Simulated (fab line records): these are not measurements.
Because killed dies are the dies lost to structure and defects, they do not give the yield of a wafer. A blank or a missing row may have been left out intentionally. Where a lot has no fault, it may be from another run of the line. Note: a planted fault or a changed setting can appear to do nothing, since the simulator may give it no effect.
What tool caused it? | flow gf180mcu | 12 lots, 36 wafers sampled, at 1 step of a route of 602

== WHAT THE GAUGES READ, wafer by wafer ==
GF_SAB_OVL_MEAS_10.
lot  | measured     | on         | SAB_OVL (nm)
L075 | day 15 06:57 | overlay-01 | 0.1 -2.2 -0.4
L077 | day 16 04:59 | overlay-01 | 2.7 1.1 0.4
L079 | day 17 05:08 | overlay-01 | 3.5 3.3 1.7
L081 | day 17 21:03 | overlay-02 | 1.1 1.0 1.2
L083 | day 18 21:45 | overlay-02 | 0.4 -1.2 1.4
L085 | day 19 03:32 | overlay-01 | -3.0 -1.0 -0.4
L087 | day 19 21:17 | overlay-01 | 1.5 1.0 2.0
L089 | day 20 15:20 | overlay-02 | -0.2 0.1 -0.7
L091 | day 21 04:38 | overlay-01 | 0.7 1.3 0.3
L093 | day 21 22:47 | overlay-01 | -0.4 -1.7 -0.2
L095 | day 22 21:16 | overlay-01 | 0.0 2.6 1.3
L097 | day 23 07:26 | overlay-02 | 2.2 0.9 1.7

== WHAT TOOL EACH LOT RAN ON (gives the tool, then ch and the chambers of the sampled wafers, and finally the start) ==
The record shows no process step preceding these readings.

== THE ANSWER, worked out from the rows above alone ==
Rule: the usual values come from the lots themselves. The widest of any qualifying gaps counts: lots, ordered by their means at a reading, are off when they make up no more than a third of the lots, leave a main group of 4 or more, and stand apart from it by 3 or more times the standard deviation of that group's means. A main group whose means are all the same, to the digits that the tables above print for the reading, isn't used. A lot without any number at a reading at which 4 lots or more have one is off too. Where the step has rows for the other lots, those lots are counted as sound.
No lot is off at any reading shown: from this, nothing can be told.

== WHAT THE SIMULATOR PUT IN ==
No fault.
